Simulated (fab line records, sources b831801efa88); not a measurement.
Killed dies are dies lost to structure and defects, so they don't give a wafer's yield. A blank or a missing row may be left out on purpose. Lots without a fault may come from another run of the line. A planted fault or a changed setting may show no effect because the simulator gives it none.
fab line records | flow sfq_line
record lots=14 wafers=41 last_day=91
route steps=325 shown C5@248
lots that met no fault: from a run of the same line without faults
start_h: hours from the record's first day to the start of the lot's first wafer shown | wait_h: hours since the lot's step before | " the same as in the row above | L1.1+2: a row that stands for several wafers | - no value, or no start given | * or withheld: withheld | < > ~ a bound
route shown NAME@n: a module of which the file shows steps, and the number in the route of the first | usual: mean/standard deviation of fault-free wafers | same: alike in all rows | chamber/n: place in a boat | sites: the reading at each site | _std_site: their standard deviation | _edge_site: outer sites' mean less inner sites' | radius_mm: how far each site lies from the wafer's centre | mask NAME#n: copy n | behind: the tool/chamber that last shaped the wafer | hold: why the lot was held/for how many hours/how that ended | device: the transistor (n, p or np) that didn't switch | end of line: the same wafers' tests at the end of the route | a step without rows: its recipe alone | killed: dies lost to structure and defects at the first sort, not the wafer's yield | map: a wafer's dies, x killed, . not, _ none there
set.NAME: the setting as run; set.NAME@STEP: as run at that earlier step | model.NAME: the simulator's own value behind a step, which no gauge read
steps of the route over a sample of lots; a table a step, a row a wafer
services: from which hour (start_h, from the record's first day; less than 0 if before it) a tool's chamber was out of use, for how many hours, and why
## steps
# step SFQ_TRILAYER_C5_ETCH_VIA_ETCH_154
# recipe target=SiO2 mask_material=PR chemistry=CHF3 target_depth_nm=84 source_w=500 bias_w=80 pressure_mtorr=30 time_s=withheld stop_on=Nb
# usual bias_w=80.05/0.24 drypump_motor_current_A=5.9/0.6 oes_product_au=0.895/0.007
# columns lot.wafer tool chamber start_h wait_h bias_w drypump_motor_current_A oes_product_au
L596.2 rie_diel-02 1 1594.66 0.0 79.87 6.0 0.883
L596.4 " 3 " " 79.91 6.2 0.898
L596.5 " 1 " " 79.78 6.0 0.889
L597.3 rie_diel-01 2 1595.86 0.0 80.26 6.4 0.892
L597.5 " 2 " " 80.27 6.4 0.897
L597.6 " 1 " " 80.11 6.0 0.898
L598.1 rie_diel-04 3 1598.26 0.0 79.91 6.1 0.899
L598.4 " 2 " " 80.36 6.5 0.897
L598.6 " 1 " " 80.46 4.7 0.898
L604.1 rie_diel-04 2 1634.31 0.0 80.42 6.6 0.887
L604.2 " 0 " " 79.90 5.7 0.877
L604.6 " 3 " " 79.94 6.1 0.904
L605.2 rie_diel-04 2 1658.37 0.0 79.83 6.6 0.882
L605.3 " 3 " " 79.88 6.1 0.891
L605.5 " 0 " " 79.88 5.7 0.903
L606.1 rie_diel-04 3 1678.19 0.0 80.25 6.1 0.882
L606.2 " 1 " " 79.63 4.7 0.887
L606.4 " 2 " " 79.74 6.6 0.903
L607.2 rie_diel-02 2 1686.59 0.0 80.03 4.7 0.893
L607.4 " 3 " " 79.71 6.2 0.897
L607.6 " 2 " " 80.22 4.7 0.899
L608.3 rie_diel-01 3 1687.79 0.0 79.74 6.2 0.899
L608.5 " 0 " " 80.18 6.0 0.907
L608.6 " 1 " " 79.99 6.0 0.895
L609.1 rie_diel-02 2 1692.59 0.0 80.25 4.7 0.886
L609.3 " 0 " " 79.66 6.0 0.894
L609.4 " 1 " " 79.65 6.0 0.890
L614.1 rie_diel-01 2 1715.64 0.0 79.97 6.4 0.891
L614.2 " 1 " " 80.06 6.0 0.888
L614.4 " 1 " " 79.98 6.0 0.903
L616.2 rie_diel-04 3 1734.96 0.0 61.32 6.1 0.889
L616.6 " 2 " " 61.62 6.5 0.899
L617.2 rie_diel-04 2 1740.96 0.0 61.51 6.5 0.890
L617.3 " 1 " " 61.19 4.7 0.899
L617.4 " 0 " " 61.60 5.7 0.907
L618.1 rie_diel-01 0 1744.56 0.0 80.26 6.0 0.890
L618.5 " 2 " " 79.93 6.5 0.894
L618.6 " 1 " " 80.46 6.0 0.910
L619.2 rie_diel-02 3 1748.42 0.0 79.95 6.2 0.893
L619.3 " 1 " " 80.34 6.0 0.881
L619.5 " 1 " " 80.43 6.0 0.894
## services
# columns tool chamber start_h hours kind
rie_diel-02 0 1599.52 7.4 repair
rie_diel-02 - 1624.16 0.6 repair
rie_diel-02 1 1655.98 6.4 repair
rie_diel-01 2 1672.68 - clean
rie_diel-01 2 1672.68 17.8 scheduled_down
rie_diel-01 2 1672.68 17.8 vent_cycle
rie_diel-01 3 1693.88 - clean
rie_diel-01 3 1693.88 17.9 scheduled_down
rie_diel-01 3 1693.88 17.9 vent_cycle
rie_diel-01 0 1711.81 - clean
rie_diel-01 0 1711.81 21.6 scheduled_down
rie_diel-01 0 1711.81 21.6 vent_cycle
rie_diel-04 3 1726.53 6.4 repair
## key
first_sign step=SFQ_TRILAYER_C5_ETCH_VIA_ETCH_154 reading=bias_w direction=down sigmas=78 usual=80.05 struck=61.45
effect none on later readings
met_at SFQ_TRILAYER_C5_ETCH_VIA_ETCH_154
struck_lots L616,L617
onset_between 1678.19 1734.96
fault kind=process_parameter_drift tool=rie_diel-04 chamber=- onset_h=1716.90 steps=SFQ_TRILAYER_C5_ETCH_VIA_ETCH_154 channel=bias_w offset=-18.694 shape=step end_h=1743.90 acts_in=these_recipes_only stated=80
